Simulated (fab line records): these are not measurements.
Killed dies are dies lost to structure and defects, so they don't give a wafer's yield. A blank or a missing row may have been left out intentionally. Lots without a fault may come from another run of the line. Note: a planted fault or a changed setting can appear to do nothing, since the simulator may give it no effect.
fab line records ; flow sky130
record: lots: 15; wafers: 45; last-day: 50
route steps=708 shown VT_ADJUST_HVTP@94 PAD_OPEN@708
lots untouched by any fault: they come from a run of this same line in which no faults occurred
start-h: start of the lot's first displayed wafer, in hours after the record's first day ; wait-h: time in hours since the lot's previous step ; " identical to the entry in the row above ; L1.1+2: a row that stands for several wafers ; - either no value or no given start ; * or withheld: withheld ; < > ~ a bound
route shown NAME@n: a module of which the file shows steps, and the number in the route of the first ; usual: mean/standard deviation taken from wafers without a fault ; same: alike in all rows ; chamber/n: place in a boat ; sites: per-site readings ; _std_site: standard deviation of those values ; _edge_site: mean of outer sites minus mean of inner sites ; radius-mm: how far each site lies from the wafer's centre ; mask NAME#n: copy n ; behind: the most recent tool/chamber to have shaped the wafer ; hold: why the lot was held/for how many hours/how that ended ; device: the n, p or np transistor that did not switch ; end of line: the tests these same wafers got at the end of their route ; where a step has no rows: the recipe by itself ; killed: at the first sort, the dies lost to defects and structure; wafer yield is something else ; map: shows each die of a wafer: x if killed, . if not, _ if none is there
set.NAME: setting as actually run; set.NAME@STEP: the setting as run at that earlier step ; model.NAME: the simulator's own value behind a step, which no gauge read
route steps across a sampled set of lots; one table per step, one row per wafer
services: when a tool's chamber went out of use (start-h, in hours from the record's first day, below 0 if earlier), for how many hours, and the reason
== steps ==
step: SKY_VT_ADJUST_HVTP_IMPLANT_09
recipe: species: As; energy-kev: 150; dose-cm2: 4.3e+12; tilt-deg: withheld
lot.wafer;tool;chamber;start-h;wait-h
L462.1+2+6;implanter-02;0;124.11;0.0
L463.2+3+6;implanter-02;0;128.41;0.1
L465.1+3+5;implanter-03;0;141.36;0.0
L466.1+5+6;implanter-03;0;145.33;0.0
L467.2+4+6;implanter-04;0;152.13;0.0
L467.2+4+6;implanter-04;0;152.45;0.3
L468.1+2+4;implanter-03;0;156.38;0.0
L472.1+2+5;implanter-02;0;182.18;0.0
L473.1+2+4;implanter-04;0;187.61;0.0
L473.1+2+4;implanter-04;0;187.92;0.3
L474.1+3+4;implanter-04;0;196.41;0.0
L474.1+3+4;implanter-04;0;196.72;0.3
L478.2+3+5;implanter-02;0;222.63;0.0
L479.1+3+4;implanter-03;0;232.36;0.0
L480.2+3+5;implanter-04;0;233.81;0.0
L481.1+2+4;implanter-02;0;237.51;0.0
L483.3+4+6;implanter-03;0;257.03;0.1
L484.2+4+5;implanter-04;0;264.48;0.0
step: SKY_VT_ADJUST_HVTP_TW_MEAS_11
usual: VT_ADJUST_HVTP_TW: 1345/15
lot.wafer;tool;chamber;start-h;wait-h;VT_ADJUST_HVTP_TW
L462.1;film-metro-01;-;124.36;0.1;1333
L462.2;film-metro-01;-;124.36;0.1;1337
L462.6;film-metro-01;-;124.36;0.1;1342
L463.2;film-metro-02;-;128.65;0.1;1332
L463.3;film-metro-02;-;128.65;0.1;1341
L463.6;film-metro-02;-;128.65;0.1;1340
L465.1;film-metro-01;-;141.61;0.1;1337
L465.3;film-metro-01;-;141.61;0.1;1332
L465.5;film-metro-01;-;141.61;0.1;1333
L466.1;film-metro-03;-;145.58;0.1;1368
L466.5;film-metro-03;-;145.58;0.1;1370
L466.6;film-metro-03;-;145.58;0.1;1360
L467.2;film-metro-02;-;152.76;0.2;1675
L467.4;film-metro-02;-;152.76;0.2;1662
L467.6;film-metro-02;-;152.76;0.2;1670
L468.1;film-metro-02;-;156.63;0.1;1342
L468.2;film-metro-02;-;156.63;0.1;1341
L468.4;film-metro-02;-;156.63;0.1;1339
L472.1;film-metro-01;-;182.43;0.1;1330
L472.2;film-metro-01;-;182.43;0.1;1323
L472.5;film-metro-01;-;182.43;0.1;1327
L473.1;film-metro-01;-;188.17;0.1;1659
L473.2;film-metro-01;-;188.17;0.1;1661
L473.4;film-metro-01;-;188.17;0.1;1657
L474.1;film-metro-01;-;196.97;0.1;1652
L474.3;film-metro-01;-;196.97;0.1;1657
L474.4;film-metro-01;-;196.97;0.1;1647
L478.2;film-metro-03;-;222.86;0.1;1369
L478.3;film-metro-03;-;222.86;0.1;1357
L478.5;film-metro-03;-;222.86;0.1;1368
L479.1;film-metro-02;-;232.60;0.1;1338
L479.3;film-metro-02;-;232.60;0.1;1342
L479.4;film-metro-02;-;232.60;0.1;1331
L480.2;film-metro-02;-;234.04;0.1;1339
L480.3;film-metro-02;-;234.04;0.1;1343
L480.5;film-metro-02;-;234.04;0.1;1346
L481.1;film-metro-03;-;237.76;0.1;1364
L481.2;film-metro-03;-;237.76;0.1;1371
L481.4;film-metro-03;-;237.76;0.1;1361
L483.3;film-metro-03;-;257.25;0.1;1368
L483.4;film-metro-03;-;257.25;0.1;1365
L483.6;film-metro-03;-;257.25;0.1;1362
L484.2;film-metro-02;-;264.71;0.1;1345
L484.4;film-metro-02;-;264.71;0.1;1342
L484.5;film-metro-02;-;264.71;0.1;1347
step: SKY_PAD_OPEN_PROBE_99
usual: killed_at_M0_to_M3: 44/7.1; killed_at_M4_up: 3.1/1.8; killed-at-contacts: 24/5.3; killed-at-front-end: 15/4.5; killed-at-other: 0.2/0.42; killed-dies: 86/9.6; killed-open: 46/6.9; killed-short: 40/6.4
same: gross-dies: 492; killed-at-back-side: 0
lot.wafer;tool;chamber;start-h;wait-h;killed_at_M0_to_M3;killed_at_M4_up;killed-at-contacts;killed-at-front-end;killed-at-other;killed-dies;killed-open;killed-short
L462.1;prober-01;-;1067.12;0.1;45;1;27;15;0;88;44;44
L462.2;prober-01;-;1067.17;0.1;37;3;17;14;0;71;30;41
L462.6;prober-01;-;1067.37;0.2;37;2;23;16;1;79;54;25
L465.1;prober-02;-;1085.43;0.1;46;5;30;12;0;93;55;38
L465.3;prober-02;-;1085.53;0.2;51;7;24;14;0;96;52;44
L465.5;prober-02;-;1085.63;0.2;42;5;19;11;0;77;48;29
L468.1;prober-01;-;1130.51;0.1;34;8;31;13;0;86;45;41
L468.2;prober-01;-;1130.56;0.1;59;6;18;14;0;97;51;46
L468.4;prober-01;-;1130.66;0.2;37;6;29;18;1;91;43;48
L472.1;prober-01;-;1134.41;0.1;40;3;23;14;0;80;50;30
L472.2;prober-01;-;1134.46;0.1;38;4;15;12;0;69;36;33
L472.5;prober-01;-;1134.61;0.2;39;4;25;19;0;87;43;44
L474.1;prober-01;-;1142.32;0.1;50;0;26;14;0;90;51;39
L474.3;prober-01;-;1142.42;0.2;46;1;21;11;1;80;47;33
L474.4;prober-01;-;1142.47;0.2;43;6;22;14;0;85;43;42
L480.2;prober-02;-;1191.09;0.1;37;4;17;18;0;76;47;29
L480.3;prober-02;-;1191.14;0.2;50;4;22;10;0;86;49;37
L480.5;prober-02;-;1191.24;0.2;36;3;24;13;0;76;33;43
L479.1;prober-01;-;1194.30;0.1;60;2;17;13;0;92;47;45
L479.3;prober-01;-;1194.40;0.2;44;2;22;23;0;91;52;39
L479.4;prober-01;-;1194.45;0.2;44;2;19;20;0;85;45;40
L484.2;prober-02;-;1196.97;0.1;51;2;25;12;0;90;50;40
L484.4;prober-02;-;1197.07;0.2;37;3;15;17;0;72;35;37
L484.5;prober-02;-;1197.12;0.2;47;3;21;19;0;90;51;39
killed by level:class
L462.1 CONTACT:geometric-particle:open=12 VIA1:geometric-particle:short=9 METAL1:geometric-particle:short=7 LI_CONTACT:geometric-particle:open=6 CONTACT:geometric-particle:short=6 VIA1:geometric-particle:open=6 METAL2:geometric-particle:short=6 FIELD_ISO:geometric-particle:open=5
L462.2 CONTACT:geometric-particle:open=7 VIA2:geometric-particle:short=7 VIA1:geometric-particle:open=6 CONTACT:geometric-particle:short=5 METAL3:geometric-particle:short=5 FIELD_ISO:geometric-particle:open=4 METAL2:geometric-particle:short=4 VIA3:geometric-particle:open=4
L462.6 LI_CONTACT:geometric-particle:open=10 FIELD_ISO:geometric-particle:open=8 CONTACT:geometric-particle:open=7 VIA1:geometric-particle:open=7 VIA2:geometric-particle:open=7 METAL2:geometric-particle:short=5 VIA3:geometric-particle:open=5 POLY_GATE:geometric-particle:open=4
L465.1 CONTACT:geometric-particle:open=16 VIA1:geometric-particle:open=10 LI_CONTACT:geometric-particle:open=8 METAL1:geometric-particle:short=7 VIA3:geometric-particle:open=6 VIA2:geometric-particle:short=5 METAL2:geometric-particle:short=4 POLY_GATE:geometric-particle:short=3
L465.3 LI_CONTACT:geometric-particle:open=11 VIA1:geometric-particle:open=10 VIA3:geometric-particle:open=8 VIA2:geometric-particle:open=7 LOCAL_INTERCONNECT:geometric-particle:short=6 VIA2:geometric-particle:short=6 METAL1:geometric-particle:short=5 METAL2:geometric-particle:short=5
L465.5 VIA1:geometric-particle:open=13 CONTACT:geometric-particle:open=9 VIA3:geometric-particle:short=7 VIA3:geometric-particle:open=6 LI_CONTACT:geometric-particle:open=6 METAL2:geometric-particle:short=5 VIA2:geometric-particle:open=3 VIA1:geometric-particle:short=3
L468.1 CONTACT:geometric-particle:open=11 LI_CONTACT:geometric-particle:open=7 METAL4:geometric-particle:short=7 LOCAL_INTERCONNECT:geometric-particle:short=6 VIA1:geometric-particle:open=6 METAL1:geometric-particle:short=5 VIA3:geometric-particle:open=5 POLY_GATE:geometric-particle:open=4
L468.2 VIA1:geometric-particle:open=12 CONTACT:geometric-particle:open=11 METAL2:geometric-particle:short=9 VIA3:geometric-particle:open=9 VIA2:geometric-particle:open=8 FIELD_ISO:geometric-particle:short=6 VIA1:geometric-particle:short=6 METAL1:geometric-particle:short=5
L468.4 CONTACT:geometric-particle:open=12 VIA1:geometric-particle:open=10 VIA1:geometric-particle:short=8 POLY_GATE:geometric-particle:short=7 LI_CONTACT:geometric-particle:open=5 METAL2:geometric-particle:short=5 FIELD_ISO:geometric-particle:short=4 LI_CONTACT:geometric-particle:short=4
L472.1 VIA1:geometric-particle:open=11 LI_CONTACT:geometric-particle:open=8 VIA3:geometric-particle:open=8 CONTACT:geometric-particle:open=7 VIA3:geometric-particle:short=6 FIELD_ISO:geometric-particle:open=5 CONTACT:geometric-particle:short=4 SPACER:geometric-particle:open=3
L472.2 VIA1:geometric-particle:open=11 METAL2:geometric-particle:short=8 VIA1:geometric-particle:short=6 CONTACT:geometric-particle:open=5 POLY_GATE:geometric-particle:short=4 LI_CONTACT:geometric-particle:open=4 LOCAL_INTERCONNECT:geometric-particle:short=4 VIA3:geometric-particle:open=4
L472.5 FIELD_ISO:geometric-particle:short=8 VIA1:geometric-particle:open=8 VIA2:geometric-particle:open=8 METAL2:geometric-particle:short=7 FIELD_ISO:geometric-particle:open=6 LOCAL_INTERCONNECT:geometric-particle:short=6 CONTACT:geometric-particle:open=6 CONTACT:geometric-particle:short=5
L474.1 VIA3:geometric-particle:open=9 LI_CONTACT:geometric-particle:open=9 VIA1:geometric-particle:open=8 CONTACT:geometric-particle:open=7 VIA1:geometric-particle:short=6 VIA2:geometric-particle:open=6 METAL2:geometric-particle:short=5 LOCAL_INTERCONNECT:geometric-particle:short=5
L474.3 VIA1:geometric-particle:open=10 CONTACT:geometric-particle:open=7 VIA1:geometric-particle:short=7 LI_CONTACT:geometric-particle:open=6 METAL1:geometric-particle:open=5 VIA2:geometric-particle:open=5 VIA3:geometric-particle:open=5 LI_CONTACT:geometric-particle:short=4
L474.4 VIA1:geometric-particle:open=9 METAL1:geometric-particle:short=8 LI_CONTACT:geometric-particle:open=8 CONTACT:geometric-particle:open=5 VIA2:geometric-particle:short=5 VIA2:geometric-particle:open=5 METAL4:geometric-particle:short=5 LI_CONTACT:geometric-particle:short=4
L480.2 CONTACT:geometric-particle:open=9 VIA1:geometric-particle:open=6 POLY_GATE:geometric-particle:open=5 METAL1:geometric-particle:open=5 METAL2:geometric-particle:short=5 VIA3:geometric-particle:open=5 FIELD_ISO:geometric-particle:open=4 LI_CONTACT:geometric-particle:open=4
L480.3 LI_CONTACT:geometric-particle:open=9 VIA2:geometric-particle:open=8 VIA1:geometric-particle:open=7 VIA1:geometric-particle:short=7 CONTACT:geometric-particle:open=6 VIA3:geometric-particle:open=6 VIA2:geometric-particle:short=5 LOCAL_INTERCONNECT:geometric-particle:short=4
L480.5 LI_CONTACT:geometric-particle:open=7 METAL1:geometric-particle:short=7 VIA1:geometric-particle:short=7 VIA3:geometric-particle:open=5 FIELD_ISO:geometric-particle:short=4 FIELD_ISO:geometric-particle:open=4 LI_CONTACT:geometric-particle:short=4 LOCAL_INTERCONNECT:geometric-particle:short=4
L479.1 VIA1:geometric-particle:open=17 METAL2:geometric-particle:short=8 VIA2:geometric-particle:open=8 CONTACT:geometric-particle:open=7 METAL1:geometric-particle:short=7 VIA1:geometric-particle:short=5 FIELD_ISO:geometric-particle:short=4 LOCAL_INTERCONNECT:geometric-particle:short=4
L479.3 VIA1:geometric-particle:open=9 VIA3:geometric-particle:open=8 VIA2:geometric-particle:open=7 LI_CONTACT:geometric-particle:open=6 CONTACT:geometric-particle:open=6 FIELD_ISO:geometric-particle:short=5 POLY_GATE:geometric-particle:open=5 POLY_GATE:geometric-particle:short=5
L479.4 VIA1:geometric-particle:open=13 CONTACT:geometric-particle:open=7 FIELD_ISO:geometric-particle:short=6 METAL1:geometric-particle:short=6 CONTACT:geometric-particle:short=5 VIA1:geometric-particle:short=5 VIA2:geometric-particle:open=5 POLY_GATE:geometric-particle:open=4
L484.2 CONTACT:geometric-particle:open=10 VIA1:geometric-particle:open=9 METAL1:geometric-particle:short=8 VIA3:geometric-particle:open=8 VIA1:geometric-particle:short=7 LI_CONTACT:geometric-particle:open=6 VIA2:geometric-particle:open=6 VIA3:geometric-particle:short=5
L484.4 FIELD_ISO:geometric-particle:short=7 VIA1:geometric-particle:open=7 VIA2:geometric-particle:open=6 LI_CONTACT:geometric-particle:open=6 CONTACT:geometric-particle:open=4 METAL1:geometric-particle:short=4 VIA3:geometric-particle:open=4 VIA3:geometric-particle:short=4
L484.5 FIELD_ISO:geometric-particle:open=9 CONTACT:geometric-particle:open=9 VIA2:geometric-particle:open=9 VIA1:geometric-particle:open=8 METAL1:geometric-particle:short=7 LI_CONTACT:geometric-particle:open=6 VIA1:geometric-particle:short=5 POLY_GATE:geometric-particle:short=4
== services ==
tool;chamber;start-h;hours;kind
implanter-04;-;104.34;0.9;repair
implanter-03;-;106.36;25.4;pm
implanter-02;-;144.55;4.9;repair
implanter-02;-;157.28;3.1;repair
implanter-03;-;221.33;2.1;repair
implanter-04;-;248.99;4.6;pm
== key ==
first-sign: step: SKY_VT_ADJUST_HVTP_IMPLANT_09; reading: visit; direction: added
effect: step: SKY_VT_ADJUST_HVTP_TW_MEAS_11; reading: VT_ADJUST_HVTP_TW; direction: up; sigmas: 21; usual: 1345; struck: 1660
met-at SKY_VT_ADJUST_HVTP_IMPLANT_09
struck-lots L467,L473,L474
tester-left-out L467,L473,L474
fault: kind: repeated-step-whole; tool: implanter-02,implanter-03,implanter-04; chamber: -; onset-h: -; steps: SKY_VT_ADJUST_HVTP_IMPLANT_09; times: 1; scope: struck-lots-only
tester-left-out: of these lots the tester's yield and bins aren't shown, on N5 and GAA mostly nor the transistor test; their killed dies are dies lost to structure and defects alone, not to doping, threshold or leakage, so they don't give the yield
